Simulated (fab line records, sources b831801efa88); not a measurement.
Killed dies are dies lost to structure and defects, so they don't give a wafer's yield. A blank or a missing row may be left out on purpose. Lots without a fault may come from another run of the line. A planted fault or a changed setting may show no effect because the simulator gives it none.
Which tool did it? | flow gf180mcu | 12 lots, 36 wafers sampled, at 3 steps of a route of 602

WHAT THE GAUGES READ, wafer by wafer
GF_V2_THK_MEAS_01. Usual: V2_CVD_00_THK 600 nm, standard deviation 7.6.
lot  | measured     | on            | V2_CVD_00_THK (nm) | flag
L820 | day 19 15:52 | film_metro-04 | 609 606 606        |
L821 | day 19 17:29 | film_metro-04 | 590 589 597        |
L822 | day 20 00:23 | film_metro-02 | 597 598 596        |
L823 | day 20 11:34 | film_metro-04 | 603 594 606        |
L825 | day 21 00:55 | film_metro-02 | 592 603 595        |
L827 | day 22 01:18 | film_metro-04 | 583 586 588        |
L828 | day 22 14:43 | film_metro-01 | 610 604 611        |
L831 | day 23 06:56 | film_metro-01 | 618 610 615        |
L838 | day 25 14:47 | film_metro-01 | 591 606 596        |
L837 | day 25 16:47 | film_metro-02 | 594 598 596        |
L841 | day 26 09:34 | film_metro-02 | 600 611 606        |
L842 | day 26 20:50 | film_metro-02 | 595 597 601        |

WHICH TOOL RAN EACH LOT (tool, then ch and the chambers of the sampled wafers, then the start)
lot  | GF_CONTACT_STRIP_18                  | GF_CONTACT_CMP_27
L820 | plasma_asher-04 ch 0,1, day 16 11:06 | cmp-02 ch 0,1,2, day 16 11:47
L821 | plasma_asher-02 ch 0,1, day 16 12:05 | cmp-01 ch 0,2,3, day 16 12:47
L822 | plasma_asher-04 ch 0,1, day 16 17:41 | cmp-02 ch 1,3, day 16 18:23
L823 | plasma_asher-04 ch 0,1, day 17 04:29 | cmp-02 ch 1,2, day 17 05:17
L825 | plasma_asher-04 ch 0,1, day 17 18:03 | cmp-01 ch 0,1,2, day 17 18:52
L827 | plasma_asher-02 ch 0,1, day 18 19:40 | cmp-02 ch 0,1,3, day 18 20:25
L828 | plasma_asher-01 ch 0,1, day 19 10:09 | cmp-01 ch 1,2,3, day 19 10:57
L831 | plasma_asher-02 ch 0,1, day 20 02:02 | cmp-02 ch 0,2,3, day 20 03:04
L838 | plasma_asher-04 ch 0,1, day 22 16:25 | cmp-02 ch 2,3, day 22 17:06
L837 | plasma_asher-01 ch 0,1, day 22 17:05 | cmp-02 ch 1,2,3, day 22 17:49
L841 | plasma_asher-01 ch 0, day 23 12:05   | cmp-02 ch 0,1,2, day 23 12:49
L842 | plasma_asher-01 ch 0,1, day 24 00:33 | cmp-01 ch 0,2,3, day 24 01:21
- GF_CONTACT_STRIP_18: strips in O2/N2.
- GF_CONTACT_CMP_27: polishes, stops on SiO2, t overpolish 15 s, target thk 0 nm.

WHAT THE TOOLS THEMSELVES READ (means of the sampled wafers that have a number; where no wafer has one, the mark that the record gives instead)
GF_CONTACT_STRIP_18. Usual: drypump_motor_current_A 5.74 A, standard deviation 0.25; heater_power_w 330 W, standard deviation 26; oes_product_au 0.579 a.u., standard deviation 0.0052.
lot  | tool            | drypump_motor_current_A (A) | heater_power_w (W) | oes_product_au (a.u.) | flag
L820 | plasma_asher-04 | 5.75                        | 323                | 0.579                 |
L821 | plasma_asher-02 | 5.83                        | 314                | 0.575                 |
L822 | plasma_asher-04 | 5.77                        | 323                | 0.578                 |
L823 | plasma_asher-04 | 5.78                        | 329                | 0.584                 |
L825 | plasma_asher-04 | 5.76                        | 321                | 0.582                 |
L827 | plasma_asher-02 | 5.84                        | 315                | 0.582                 |
L828 | plasma_asher-01 | 5.84                        | 344                | 0.580                 |
L831 | plasma_asher-02 | 5.51                        | 299                | 0.576                 |
L838 | plasma_asher-04 | 5.76                        | 322                | 0.579                 |
L837 | plasma_asher-01 | 5.70                        | 361                | 0.573                 |
L841 | plasma_asher-01 | 5.89                        | 334                | 0.577                 |
L842 | plasma_asher-01 | 5.73                        | 357                | 0.577                 |

GF_CONTACT_CMP_27. Usual: motor_current_A 11.5 A, standard deviation 1; overpolish_run_s 15.000 s, standard deviation 0.0094; slurry_flow_ml_min 150.0, standard deviation 0.46; time_to_endpoint_s 73 s, standard deviation 3.6.
lot  | tool   | motor_current_A (A) | overpolish_run_s (s) | slurry_flow_ml_min | time_to_endpoint_s (s) | flag
L820 | cmp-02 | 11.8                | 14.991               | 150.0              | 68                     |
L821 | cmp-01 | 11.5                | 15.003               | 150.3              | 78                     |
L822 | cmp-02 | 11.5                | 15.001               | 150.0              | 74                     |
L823 | cmp-02 | 11.9                | 14.998               | 149.4              | 72                     |
L825 | cmp-01 | 10.4                | 14.999               | 149.5              | 76                     |
L827 | cmp-02 | 11.1                | 14.993               | 149.9              | 71                     |
L828 | cmp-01 | 10.5                | 15.002               | 150.3              | 71                     |
L831 | cmp-02 | 11.8                | 14.999               | 150.0              | 73                     |
L838 | cmp-02 | 12.1                | 14.997               | 149.9              | 71                     |
L837 | cmp-02 | 11.7                | 15.004               | 149.9              | 72                     |
L841 | cmp-02 | 11.8                | 14.994               | 150.2              | 73                     |
L842 | cmp-01 | 11.8                | 15.001               | 149.7              | 75                     |

THE ANSWER, worked out from the rows above alone
Rule: a lot is off if the mean of its wafers that have a number lies more than 3 standard deviations from the usual mean. A lot without any number at a reading at which 4 lots or more have one is off too. The other lots that the step has rows for count as sound. The gauges are gone through in route order, then the tools' own readings, and for those a lot's mean is taken as printed above. The first step at which some lot is off is used, and at that step the reading that is off furthest; a lot without a number counts as furthest.
No lot is off at any reading shown: from this, nothing can be told.

WHAT THE SIMULATOR HAD PUT IN
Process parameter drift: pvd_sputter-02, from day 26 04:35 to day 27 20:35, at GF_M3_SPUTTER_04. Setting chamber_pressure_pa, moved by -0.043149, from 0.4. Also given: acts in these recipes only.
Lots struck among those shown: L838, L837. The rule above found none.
